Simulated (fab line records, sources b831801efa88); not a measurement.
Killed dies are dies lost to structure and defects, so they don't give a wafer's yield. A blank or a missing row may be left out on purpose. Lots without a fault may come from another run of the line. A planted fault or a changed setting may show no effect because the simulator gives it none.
fab line records | flow sky130
record lots=10 wafers=30 last_day=50
route steps=708 shown VIA3@588 METAL4@599 CAP2M@605 PAD_OPEN@708
lots that met no fault: from a run of the same line without faults
start_h: hours from the record's first day to the start of the lot's first wafer shown | wait_h: hours since the lot's step before | " the same as in the row above | L1.1+2: a row that stands for several wafers | - no value, or no start given | * or withheld: withheld | < > ~ a bound
route shown NAME@n: a module of which the file shows steps, and the number in the route of the first | usual: mean/standard deviation of fault-free wafers | same: alike in all rows | chamber/n: place in a boat | sites: the reading at each site | _std_site: their standard deviation | _edge_site: outer sites' mean less inner sites' | radius_mm: how far each site lies from the wafer's centre | mask NAME#n: copy n | behind: the tool/chamber that last shaped the wafer | hold: why the lot was held/for how many hours/how that ended | device: the transistor (n, p or np) that didn't switch | end of line: the same wafers' tests at the end of the route | a step without rows: its recipe alone | killed: dies lost to structure and defects at the first sort, not the wafer's yield | map: a wafer's dies, x killed, . not, _ none there
set.NAME: the setting as run; set.NAME@STEP: as run at that earlier step | model.NAME: the simulator's own value behind a step, which no gauge read
steps of the route over a sample of lots; a table a step, a row a wafer
services: from which hour (start_h, from the record's first day; less than 0 if before it) a tool's chamber was out of use, for how many hours, and why
## steps
# step SKY_VIA3_ETCH_15
# recipe target=SiO2 chemistry=C4F8/O2/Ar target_depth_nm=507 stop_on=TiN mask_material=KrF-thick source_w=1500 bias_w=1200 pressure_mtorr=40 c4f8_flow_sccm=withheld O2_flow_sccm=6 Ar_flow_sccm=300 time_s=78
# usual oes_product_au=0.947/0.0043
# columns lot.wafer tool chamber start_h wait_h oes_product_au rf_hours_counter_h
L329.2 rie_diel-04 1 940.71 0.0 0.948 21
L329.5 " 3 " " 0.951 -
L329.6 " 2 " " 0.942 -
L332.2 rie_diel-02 2 962.26 0.0 0.942 10
L332.4 " 1 " " 0.945 27
L332.5 " 1 " " 0.946 -
L333.2 rie_diel-03 2 970.96 0.0 0.951 17
L333.3 " 0 " " 0.946 3
L333.5 " 3 " " 0.947 -
L336.2 rie_diel-03 1 1003.67 0.0 0.949 6
L336.3 " 2 " " 0.954 18
L336.5 " 0 " " 0.938 -
L335.1 rie_diel-04 1 1005.77 0.0 0.946 23
L335.2 " 3 " " 0.948 22
L335.5 " 0 " " 0.946 -
L341.1 rie_diel-04 3 1026.03 0.0 0.948 23
L341.2 " 2 " " 0.955 10
L341.6 " 0 " " 0.946 -
L342.1 rie_diel-04 1 1036.12 0.0 0.951 24
L342.2 " 2 " " 0.938 10
L342.4 " 0 " " 0.951 3
L346.1 rie_diel-03 3 1050.57 0.0 0.944 9
L346.2 " 2 " " 0.951 20
L346.5 " 3 " " 0.945 -
L349.1 rie_diel-03 3 1071.47 0.0 0.954 10
L349.3 " 1 " " 0.943 9
L349.4 " 0 " " 0.949 6
L350.2 rie_diel-04 1 1072.52 0.0 0.943 25
L350.4 " 0 " " 0.948 5
L350.5 " 3 " " 0.947 -
# step SKY_METAL4_SPUTTER_01
# recipe material=TiN target_thk_nm=20 power_w=6500 time_s=16.7 chamber_pressure_pa=0.4
# usual cathode_dc_power_W=6500.1/1.1 chamber_pressure_pa=0.4000/0.00079 throttle_valve_pct=30.2/1.2
# columns lot.wafer tool chamber start_h wait_h cathode_dc_power_W chamber_pressure_pa throttle_valve_pct
L329.2 pvd_sputter-04 - 942.06 0.0 6500.2 0.4009 31.2
L329.5 " - " " 6499.3 0.4007 27.2
L329.6 " - " " 6497.8 0.4008 31.3
L332.2 pvd_sputter-01 - 963.60 0.0 6499.7 0.3997 30.7
L332.4 " - " " 6499.0 0.4003 30.0
L332.5 " - " " 6499.1 0.4005 31.6
L333.2 pvd_sputter-01 - 972.30 0.0 6498.3 0.3995 31.5
L333.3 " - " " 6501.6 0.4006 30.6
L333.5 " - " " 6498.8 0.4000 31.3
L336.2 pvd_sputter-04 - 1005.01 0.0 6500.5 0.3994 31.3
L336.3 " - " " 6498.9 0.3986 27.3
L336.5 " - " " 6501.1 0.3992 27.3
L335.1 pvd_sputter-01 - 1007.11 0.0 6502.0 0.4003 30.1
L335.2 " - " " 6499.9 0.4000 31.1
L335.5 " - " " 6500.0 0.4000 30.7
L341.1 pvd_sputter-02 - 1027.37 0.0 6502.5 0.3992 29.5
L341.2 " - " " 6500.9 0.3981 29.2
L341.6 " - " " 6500.2 0.3996 29.9
L342.1 pvd_sputter-01 - 1037.45 0.0 6499.3 0.4001 30.9
L342.2 " - " " 6500.4 0.4004 31.4
L342.4 " - " " 6500.0 0.3999 30.2
L346.1 pvd_sputter-04 - 1052.00 0.0 6499.7 0.4004 31.1
L346.2 " - " " 6500.1 0.3989 29.7
L346.5 " - " " 6499.4 0.4009 27.4
L349.1 pvd_sputter-02 - 1072.85 0.0 6500.7 0.4006 29.5
L349.3 " - " " 6498.8 0.4004 29.7
L349.4 " - " " 6498.4 0.3992 29.8
L350.2 pvd_sputter-01 - 1073.86 0.0 6498.0 0.4000 31.6
L350.4 " - " " 6499.3 0.4013 31.1
L350.5 " - " " 6501.6 0.3988 31.3
# step SKY_METAL4_SPUTTER_02
# recipe material=AlCu target_thk_nm=735 power_w=10600 time_s=39.1 chamber_pressure_pa=0.4
# usual cathode_dc_power_W=10600/1.8 chamber_pressure_pa=0.4000/0.00085 throttle_valve_pct=30.2/1.1
# columns lot.wafer tool chamber start_h wait_h cathode_dc_power_W chamber_pressure_pa throttle_valve_pct
L329.2 pvd_sputter-04 - 942.09 0.0 10601 0.4000 31.2
L329.5 " - " " 10600 0.3991 27.3
L329.6 " - " " 10602 0.4006 30.9
L332.2 pvd_sputter-01 - 963.63 0.0 10601 0.4009 30.4
L332.4 " - " " 10602 0.3985 29.9
L332.5 " - " " 10600 0.3995 31.3
L333.2 pvd_sputter-01 - 972.33 0.0 10601 0.3987 30.9
L333.3 " - " " 10602 0.4020 31.0
L333.5 " - " " 10599 0.3997 31.0
L336.2 pvd_sputter-04 - 1005.03 0.0 10603 0.3986 31.0
L336.3 " - " " 10601 0.4026 27.3
L336.5 " - " " 10603 0.4010 27.3
L335.1 pvd_sputter-01 - 1007.14 0.0 10601 0.3996 30.0
L335.2 " - " " 10604 0.4010 31.0
L335.5 " - " " 10600 0.3998 30.7
L341.1 pvd_sputter-02 - 1027.39 0.0 10601 0.3997 29.7
L341.2 " - " " 10600 0.4007 29.1
L341.6 " - " " 10598 0.3996 29.8
L342.1 pvd_sputter-01 - 1037.48 0.0 10599 0.4016 30.7
L342.2 " - " " 10597 0.3981 31.3
L342.4 " - " " 10603 0.4001 29.8
L346.1 pvd_sputter-04 - 1052.03 0.0 10601 0.3990 31.1
L346.2 " - " " 10597 0.4000 29.5
L346.5 " - " " 10598 0.4017 27.4
L349.1 pvd_sputter-02 - 1072.87 0.0 10600 0.3994 29.2
L349.3 " - " " 10600 0.4001 29.9
L349.4 " - " " 10596 0.3993 30.3
L350.2 pvd_sputter-01 - 1073.89 0.0 10600 0.4005 31.3
L350.4 " - " " 10600 0.3988 31.0
L350.5 " - " " 10600 0.4001 31.7
# step SKY_CAP2M_SPUTTER_02
# recipe material=TiN target_thk_nm=200 temp_c=300 power_w=6500 time_s=166.7 chamber_pressure_pa=0.4
# usual cathode_dc_power_W=6500.0/1.1 chamber_pressure_pa=0.4001/0.00075 throttle_valve_pct=30.2/1.1
# columns lot.wafer tool chamber start_h wait_h cathode_dc_power_W chamber_pressure_pa throttle_valve_pct
L329.2 pvd_sputter-01 - 942.29 0.0 6501.6 0.3999 31.3
L329.5 " - " " 6501.4 0.3993 30.1
L329.6 " - " " 6501.1 0.4014 31.4
L332.2 pvd_sputter-01 - 963.83 0.0 6499.5 0.4001 31.3
L332.4 " - " " 6501.3 0.4002 30.9
L332.5 " - " " 6500.9 0.3994 31.2
L333.2 pvd_sputter-04 - 972.53 0.0 6499.2 0.3995 29.5
L333.3 " - " " 6500.1 0.3991 31.2
L333.5 " - " " 6499.9 0.3996 27.4
L336.2 pvd_sputter-03 - 1005.22 0.0 6499.6 0.3998 30.7
L336.3 " - " " 6496.8 0.4005 29.4
L336.5 " - " " 6499.4 0.4007 29.5
L335.1 pvd_sputter-03 - 1007.33 0.1 6501.3 0.4017 29.3
L335.2 " - " " 6500.2 0.4001 30.5
L335.5 " - " " 6500.2 0.4001 29.2
L341.1 pvd_sputter-04 - 1027.59 0.1 6501.1 0.3989 29.6
L341.2 " - " " 6499.8 0.3999 31.1
L341.6 " - " " 6500.7 0.3998 30.6
L342.1 pvd_sputter-04 - 1037.67 0.1 6499.3 0.3999 27.2
L342.2 " - " " 6500.5 0.3997 30.6
L342.4 " - " " 6502.0 0.4014 29.8
L346.1 pvd_sputter-01 - 1052.22 0.1 6499.2 0.4002 31.0
L346.2 " - " " 6502.4 0.4005 31.1
L346.5 " - " " 6220.5 0.3992 30.7
L349.1 pvd_sputter-01 - 1073.06 0.1 6498.6 0.4009 31.1
L349.3 " - " " 6221.1 0.4016 30.6
L349.4 " - " " 6499.5 0.3988 29.9
L350.2 pvd_sputter-04 - 1074.08 0.0 6499.6 0.3999 27.4
L350.4 " - " " 6501.1 0.3994 29.3
L350.5 " - " " 6501.3 0.4004 30.6
# step SKY_CAP2M_METAL_ETCH_13
# recipe target_depth_nm=220 stop_on=SiO2 chemistry=Cl2/BCl3 target=TiN pressure_mtorr=10 icp_w=900 bias_w=48.5 Cl2_flow_sccm=60 bcl3_flow_sccm=30 time_s=62.9
# usual drypump_motor_current_A=5.94/0.24 oes_product_au=0.939/0.0079 throttle_valve_pct=21.903/0.0095
# columns lot.wafer tool chamber start_h wait_h drypump_motor_current_A oes_product_au rf_hours_counter_h throttle_valve_pct
L329.2 rie_metal-04 0 966.36 0.0 5.81 0.934 12 21.912
L329.5 " 1 " " 5.63 0.943 - 21.908
L329.6 " 0 " " 5.79 0.943 - 21.898
L332.2 rie_metal-01 1 987.81 0.0 6.05 0.940 6 21.917
L332.4 " 0 " " 6.27 0.951 - 21.907
L332.5 " 0 " " 6.27 0.931 - 21.893
L333.2 rie_metal-01 1 995.52 0.0 6.06 0.934 6 21.924
L333.3 " 1 " " 6.05 0.935 - 21.893
L333.5 " 0 " " 6.28 0.939 - 21.892
L336.2 rie_metal-04 0 1027.95 0.0 5.80 0.944 16 21.898
L336.3 " 1 " " 5.64 0.939 - 21.899
L336.5 " 1 " " 5.65 0.926 - 21.896
L335.1 rie_metal-01 1 1030.22 0.0 6.05 0.939 8 21.919
L335.2 " 0 " " 6.26 0.938 20 21.899
L335.5 " 1 " " 6.04 0.940 - 21.899
L341.1 rie_metal-01 0 1049.76 0.0 6.29 0.931 21 21.912
L341.2 " 1 " " 6.06 0.949 9 21.895
L341.6 " 0 " " 6.30 0.956 - 21.897
L342.1 rie_metal-01 1 1059.57 0.0 6.10 0.946 11 21.902
L342.2 " 0 " " 6.27 0.937 23 21.894
L342.4 " 1 " " 6.07 0.937 - 21.904
L346.1 rie_metal-03 0 1074.07 0.0 5.97 0.946 5 21.889
L346.2 " 1 " " 5.61 0.957 2 21.894
L346.5 " 0 " " 5.95 0.923 - 21.904
L349.1 rie_metal-01 0 1094.10 0.0 6.28 0.934 26 21.902
L349.3 " 0 " " 6.24 0.914 - 21.924
L349.4 " 1 " " 6.07 0.930 - 21.913
L350.2 rie_metal-04 0 1095.20 0.0 5.82 0.949 18 21.892
L350.4 " 0 " " 5.82 0.938 - 21.895
L350.5 " 0 " " 5.80 0.941 - 21.903
# step SKY_PAD_OPEN_PROBE_99
# usual defect_limited_yield=82.5/1.9 killed_at_M0_to_M3=43/6.4 killed_at_M4_up=2.9/1.7 killed_at_contacts=24/5 killed_at_front_end=15/4 killed_at_other=0.4/0.62 killed_dies=86/9.3 killed_open=47/6.8 killed_short=38/5.8 sort_bin_3_pad_short=0.9/0.42 sort_bin_5_function=10.3/1.5 sort_bin_6_memory=6.3/1.1 sort_n_pass=406/9.3 sort_yield_pct=82.5/1.9
# same gross_dies=492 killed_at_back_side=0 sort_bin_4_leakage[%]=0 sort_bin_8_speed[%]=0
# columns lot.wafer tool chamber start_h wait_h defect_limited_yield[%] killed_at_M0_to_M3 killed_at_M4_up killed_at_contacts killed_at_front_end killed_at_other killed_dies killed_open killed_short sort_bin_3_pad_short[%] sort_bin_5_function[%] sort_bin_6_memory[%] sort_n_pass sort_yield_pct[%]
L329.2 prober-02 - 1085.85 0.1 81.9 39 4 36 10 0 89 46 43 1.0 10.2 6.9 403 81.9
L329.5 prober-02 - 1086.00 0.2 85.4 42 1 19 10 0 72 39 32 1.2 6.7 6.7 420 85.4
L329.6 prober-02 - 1086.05 0.2 80.9 43 1 34 16 0 94 48 46 0.6 11.0 7.5 398 80.9
L332.2 prober-01 - 1104.74 0.1 78.3 56 2 28 20 1 107 57 49 1.0 12.4 8.3 385 78.3
L332.4 prober-01 - 1104.84 0.2 84.3 38 3 26 10 0 77 38 39 1.2 8.7 5.7 415 84.3
L332.5 prober-01 - 1104.89 0.2 85.4 39 1 14 18 0 72 38 34 0.8 7.7 6.1 420 85.4
L333.2 prober-02 - 1109.86 0.1 82.7 45 2 25 13 0 85 42 43 1.6 10.8 4.9 407 82.7
L333.3 prober-02 - 1109.91 0.2 86.8 29 4 16 16 0 65 33 31 0.4 7.5 5.3 427 86.8
L333.5 prober-02 - 1110.01 0.2 81.1 45 4 23 21 0 93 44 48 1.2 11.8 5.9 399 81.1
L336.2 prober-02 - 1139.10 0.1 81.1 52 1 26 13 1 93 52 40 1.2 11.8 5.9 399 81.1
L336.3 prober-02 - 1139.15 0.2 85.0 37 1 22 14 0 74 42 32 1.2 8.7 5.1 418 85.0
L336.5 prober-02 - 1139.25 0.2 82.1 41 2 31 14 0 88 57 31 0.4 9.3 8.1 404 82.1
L335.1 prober-02 - 1140.35 0.1 83.1 37 4 23 19 0 83 42 39 0.8 10.4 5.7 409 83.1
L335.2 prober-02 - 1140.40 0.1 86.0 32 6 25 6 0 69 34 35 0.8 8.9 4.3 423 86.0
L335.5 prober-02 - 1140.55 0.2 80.3 55 4 22 15 1 97 52 44 1.0 11.6 7.1 395 80.3
L341.1 prober-01 - 1155.81 0.1 83.7 42 1 24 13 0 80 45 35 1.0 10.6 4.7 412 83.7
L341.2 prober-01 - 1155.86 0.1 82.5 53 4 20 9 0 86 53 33 0.6 10.6 6.3 406 82.5
L341.6 prober-01 - 1156.06 0.2 82.9 38 3 27 16 0 84 43 41 1.2 8.9 6.9 408 82.9
L342.1 prober-02 - 1165.65 0.1 84.3 40 1 20 16 0 77 44 33 0.6 8.9 6.1 415 84.3
L342.2 prober-02 - 1165.70 0.1 82.7 38 2 26 19 0 85 46 39 0.6 10.2 6.5 407 82.7
L342.4 prober-02 - 1165.80 0.2 82.3 43 1 22 21 0 87 49 38 0.6 9.1 7.9 405 82.3
L346.1 prober-02 - 1177.00 0.1 81.7 44 0 27 18 1 90 52 38 1.2 10.8 6.3 402 81.7
L346.2 prober-02 - 1177.05 0.1 81.5 42 3 34 12 0 91 52 39 1.0 10.8 6.7 401 81.5
L346.5 prober-02 - 1177.20 0.2 80.5 52 2 24 18 0 96 42 54 1.2 11.6 6.7 396 80.5
L349.1 prober-01 - 1190.34 0.1 81.5 47 4 28 12 0 91 51 39 1.2 8.5 8.7 401 81.5
L349.3 prober-01 - 1190.44 0.2 82.5 47 2 22 15 0 86 44 41 1.2 9.3 6.9 406 82.5
L349.4 prober-01 - 1190.49 0.2 80.9 51 3 28 12 0 94 47 47 1.2 10.6 7.3 398 80.9
L350.2 prober-02 - 1191.41 0.1 81.3 48 4 25 14 1 92 57 35 0.4 11.6 6.7 400 81.3
L350.4 prober-02 - 1191.51 0.2 84.1 33 0 23 22 0 78 38 38 1.4 8.9 5.5 414 84.1
L350.5 prober-02 - 1191.56 0.2 79.1 53 4 30 15 1 103 49 54 0.8 12.4 7.7 389 79.1
# killed by level:class
L329.2 CONTACT:geometric_particle:open=12 LOCAL_INTERCONNECT:geometric_particle:short=8 VIA1:geometric_particle:open=8 CONTACT:geometric_particle:short=6 VIA3:geometric_particle:open=6 VIA3:geometric_particle:short=6 VIA2:geometric_particle:open=5 LOCAL_INTERCONNECT:geometric_particle:open=4
L329.5 VIA1:geometric_particle:open=10 VIA3:geometric_particle:open=6 LI_CONTACT:geometric_particle:open=5 LOCAL_INTERCONNECT:geometric_particle:short=5 VIA2:geometric_particle:open=5 METAL1:geometric_particle:short=4 METAL3:geometric_particle:short=3 CONTACT:geometric_particle:short=3
L329.6 LI_CONTACT:geometric_particle:open=13 CONTACT:geometric_particle:open=12 VIA1:geometric_particle:short=10 VIA1:geometric_particle:open=8 METAL2:geometric_particle:short=8 FIELD_ISO:geometric_particle:short=5 LOCAL_INTERCONNECT:geometric_particle:short=4 FIELD_ISO:geometric_particle:open=3
L332.2 VIA1:geometric_particle:open=13 LI_CONTACT:geometric_particle:open=9 VIA2:geometric_particle:open=9 VIA3:geometric_particle:open=8 VIA1:geometric_particle:short=7 FIELD_ISO:geometric_particle:short=6 METAL1:geometric_particle:short=6 POLY_GATE:geometric_particle:short=5
L332.4 CONTACT:geometric_particle:open=10 VIA2:geometric_particle:open=7 CONTACT:geometric_particle:short=6 VIA1:geometric_particle:open=6 METAL3:geometric_particle:short=5 LI_CONTACT:geometric_particle:open=4 LOCAL_INTERCONNECT:geometric_particle:short=4 VIA2:geometric_particle:short=4
L332.5 VIA1:geometric_particle:open=13 FIELD_ISO:geometric_particle:short=7 METAL2:geometric_particle:short=6 VIA2:geometric_particle:open=6 CONTACT:geometric_particle:short=5 CONTACT:geometric_particle:open=5 VIA3:geometric_particle:open=4 POLY_GATE:geometric_particle:short=3
L333.2 METAL2:geometric_particle:short=11 CONTACT:geometric_particle:open=10 VIA1:geometric_particle:open=9 LOCAL_INTERCONNECT:geometric_particle:short=6 FIELD_ISO:geometric_particle:short=5 POLY_GATE:geometric_particle:open=5 VIA2:geometric_particle:open=5 LI_CONTACT:geometric_particle:open=4
L333.3 VIA3:geometric_particle:open=9 CONTACT:geometric_particle:open=7 VIA1:geometric_particle:open=7 FIELD_ISO:geometric_particle:open=4 METAL2:geometric_particle:short=4 METAL3:geometric_particle:short=4 FIELD_ISO:geometric_particle:short=3 LI_CONTACT:geometric_particle:short=3
L333.5 VIA2:geometric_particle:open=8 METAL2:geometric_particle:short=8 VIA1:geometric_particle:open=8 LI_CONTACT:geometric_particle:open=6 CONTACT:geometric_particle:open=6 FIELD_ISO:geometric_particle:short=5 VIA3:geometric_particle:open=5 LOCAL_INTERCONNECT:geometric_particle:short=5
L336.2 VIA1:geometric_particle:open=15 CONTACT:geometric_particle:open=13 METAL2:geometric_particle:short=8 CONTACT:geometric_particle:short=7 METAL3:geometric_particle:short=7 VIA2:geometric_particle:open=6 FIELD_ISO:geometric_particle:open=5 VIA1:geometric_particle:short=4
L336.3 LI_CONTACT:geometric_particle:open=8 CONTACT:geometric_particle:open=8 METAL1:geometric_particle:short=7 FIELD_ISO:geometric_particle:open=5 VIA1:geometric_particle:open=5 VIA1:geometric_particle:short=5 VIA2:geometric_particle:open=5 VIA3:geometric_particle:open=5
L336.5 CONTACT:geometric_particle:open=12 VIA3:geometric_particle:open=9 VIA1:geometric_particle:open=9 LI_CONTACT:geometric_particle:open=8 POLY_GATE:geometric_particle:open=5 CONTACT:geometric_particle:short=5 METAL1:geometric_particle:short=4 VIA1:geometric_particle:short=4
L335.1 CONTACT:geometric_particle:open=8 VIA3:geometric_particle:open=8 LOCAL_INTERCONNECT:geometric_particle:short=6 METAL1:geometric_particle:short=6 POLY_GATE:geometric_particle:short=5 VIA2:geometric_particle:open=5 FIELD_ISO:geometric_particle:open=4 LI_CONTACT:geometric_particle:open=4
L335.2 CONTACT:geometric_particle:open=10 LOCAL_INTERCONNECT:geometric_particle:short=7 VIA1:geometric_particle:open=6 VIA2:geometric_particle:open=6 VIA1:geometric_particle:short=4 METAL2:geometric_particle:short=4 VIA3:geometric_particle:open=4 CONTACT:geometric_particle:short=3
L335.5 VIA1:geometric_particle:open=11 LI_CONTACT:geometric_particle:open=10 VIA2:geometric_particle:open=10 VIA1:geometric_particle:short=8 FIELD_ISO:geometric_particle:short=5 CONTACT:geometric_particle:open=5 CONTACT:geometric_particle:short=5 METAL2:geometric_particle:short=5
L341.1 VIA2:geometric_particle:open=10 CONTACT:geometric_particle:open=9 METAL1:geometric_particle:short=7 VIA1:geometric_particle:open=7 METAL3:geometric_particle:short=7 VIA3:geometric_particle:open=6 LI_CONTACT:geometric_particle:open=5 LOCAL_INTERCONNECT:geometric_particle:short=5
L341.2 VIA1:geometric_particle:open=13 VIA3:geometric_particle:open=10 CONTACT:geometric_particle:open=10 METAL2:geometric_particle:short=8 VIA2:geometric_particle:open=7 VIA3:geometric_particle:short=5 POLY_GATE:geometric_particle:open=3 LI_CONTACT:geometric_particle:open=3
L341.6 CONTACT:geometric_particle:open=10 LI_CONTACT:geometric_particle:open=7 FIELD_ISO:geometric_particle:open=6 VIA1:geometric_particle:short=6 VIA2:geometric_particle:open=5 CONTACT:geometric_particle:short=5 VIA1:geometric_particle:open=5 VIA3:geometric_particle:open=5
L342.1 CONTACT:geometric_particle:open=9 VIA2:geometric_particle:open=7 FIELD_ISO:geometric_particle:open=5 VIA3:geometric_particle:short=5 LOCAL_INTERCONNECT:geometric_particle:short=5 METAL1:geometric_particle:short=5 POLY_GATE:geometric_particle:open=4 VIA1:geometric_particle:open=4
L342.2 METAL2:geometric_particle:short=10 LI_CONTACT:geometric_particle:open=9 FIELD_ISO:geometric_particle:open=8 VIA1:geometric_particle:open=7 LOCAL_INTERCONNECT:geometric_particle:short=6 CONTACT:geometric_particle:open=6 VIA2:geometric_particle:open=5 VIA3:geometric_particle:open=4
L342.4 VIA1:geometric_particle:open=9 LI_CONTACT:geometric_particle:open=8 METAL1:geometric_particle:short=8 CONTACT:geometric_particle:open=7 VIA1:geometric_particle:short=6 FIELD_ISO:geometric_particle:short=5 FIELD_ISO:geometric_particle:open=5 POLY_GATE:geometric_particle:open=5
L346.1 VIA1:geometric_particle:open=12 CONTACT:geometric_particle:open=9 LI_CONTACT:geometric_particle:open=8 VIA3:geometric_particle:open=8 VIA2:geometric_particle:open=7 FIELD_ISO:geometric_particle:short=6 VIA2:geometric_particle:short=6 POLY_GATE:geometric_particle:short=5
L346.2 CONTACT:geometric_particle:open=18 VIA2:geometric_particle:open=8 CONTACT:geometric_particle:short=8 VIA1:geometric_particle:open=8 VIA1:geometric_particle:short=7 METAL1:geometric_particle:short=5 POLY_GATE:geometric_particle:open=4 VIA3:geometric_particle:open=3
L346.5 CONTACT:geometric_particle:open=8 METAL1:geometric_particle:short=8 METAL2:geometric_particle:short=8 LI_CONTACT:geometric_particle:open=7 METAL3:geometric_particle:short=7 VIA1:geometric_particle:open=6 VIA2:geometric_particle:open=6 FIELD_ISO:geometric_particle:open=5
L349.1 CONTACT:geometric_particle:open=12 VIA1:geometric_particle:open=10 VIA2:geometric_particle:open=9 LI_CONTACT:geometric_particle:open=7 CONTACT:geometric_particle:short=5 VIA1:geometric_particle:short=5 VIA3:geometric_particle:open=5 VIA3:geometric_particle:short=4
L349.3 VIA1:geometric_particle:open=15 CONTACT:geometric_particle:open=7 VIA3:geometric_particle:open=7 VIA2:geometric_particle:open=7 CONTACT:geometric_particle:short=6 FIELD_ISO:geometric_particle:short=5 LI_CONTACT:geometric_particle:open=5 METAL2:geometric_particle:short=5
L349.4 LI_CONTACT:geometric_particle:open=9 VIA3:geometric_particle:short=7 CONTACT:geometric_particle:open=7 CONTACT:geometric_particle:short=7 VIA1:geometric_particle:open=7 VIA2:geometric_particle:open=7 METAL2:geometric_particle:short=6 VIA1:geometric_particle:short=5
L350.2 CONTACT:geometric_particle:open=14 VIA1:geometric_particle:open=13 VIA2:geometric_particle:open=8 VIA2:geometric_particle:short=6 LI_CONTACT:geometric_particle:open=6 VIA3:geometric_particle:open=5 POLY_GATE:geometric_particle:short=4 METAL1:geometric_particle:short=4
L350.4 VIA1:geometric_particle:open=10 CONTACT:geometric_particle:open=9 POLY_GATE:geometric_particle:short=6 METAL1:geometric_particle:short=6 VIA1:geometric_particle:short=5 CONTACT:geometric_particle:short=5 FIELD_ISO:geometric_particle:short=4 POLY_GATE:geometric_particle:open=4
L350.5 VIA1:geometric_particle:open=15 METAL1:geometric_particle:short=8 VIA2:geometric_particle:open=8 LI_CONTACT:geometric_particle:open=7 LOCAL_INTERCONNECT:geometric_particle:short=7 CONTACT:geometric_particle:open=7 VIA2:geometric_particle:short=7 LI_CONTACT:geometric_particle:short=6
## services
# columns tool chamber start_h hours kind
pvd_sputter-01 1 929.55 - consumable_replace:kit
pvd_sputter-01 1 929.55 18.0 scheduled_down
pvd_sputter-01 1 929.55 18.0 vent_cycle
pvd_sputter-04 1 944.77 - consumable_replace:kit
pvd_sputter-04 1 944.77 18.0 scheduled_down
rie_metal-03 1 975.72 3.4 repair
rie_diel-04 1 977.49 1.9 repair
rie_diel-02 - 981.53 0.2 repair
rie_metal-03 0 1003.19 18.2 repair
rie_diel-02 3 1016.96 3.1 repair
rie_metal-01 - 1020.90 1.2 repair
pvd_sputter-03 - 1021.75 1.5 repair
pvd_sputter-03 - 1028.50 13.4 repair
pvd_sputter-01 0 1038.05 - consumable_replace:kit
pvd_sputter-01 0 1038.05 18.0 scheduled_down
pvd_sputter-01 0 1038.05 18.0 vent_cycle
rie_diel-03 - 1038.15 0.3 repair
rie_metal-03 - 1045.46 4.3 pm
rie_metal-04 - 1048.26 15.6 pm
rie_diel-04 1 1054.79 5.8 repair
rie_diel-02 3 1061.75 8.7 repair
pvd_sputter-02 - 1067.34 2.3 repair
rie_diel-02 2 1084.69 7.3 repair
pvd_sputter-03 - 1092.90 6.0 repair
## key
first_sign step=SKY_CAP2M_SPUTTER_02 reading=cathode_dc_power_W direction=down sigmas=99+ usual=6500.0 struck=6220.8
effect step=SKY_CAP2M_METAL_ETCH_13 reading=oes_product_au direction=down sigmas=2.6 usual=0.939 struck=0.918
met_at SKY_CAP2M_SPUTTER_02
struck_lots L346,L349
struck_wafers L346.5,L349.3
not_acting_at SKY_VIA3_ETCH_15,SKY_METAL4_SPUTTER_01,SKY_METAL4_SPUTTER_02
onset_between 963.83 1052.22
fault kind=process_parameter_drift tool=pvd_sputter-01 chamber=- onset_h=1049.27 steps=SKY_CAP2M_SPUTTER_02 channel=power_w offset=* shape=step end_h=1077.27 acts_in=* stated=* scope=struck_wafers_only
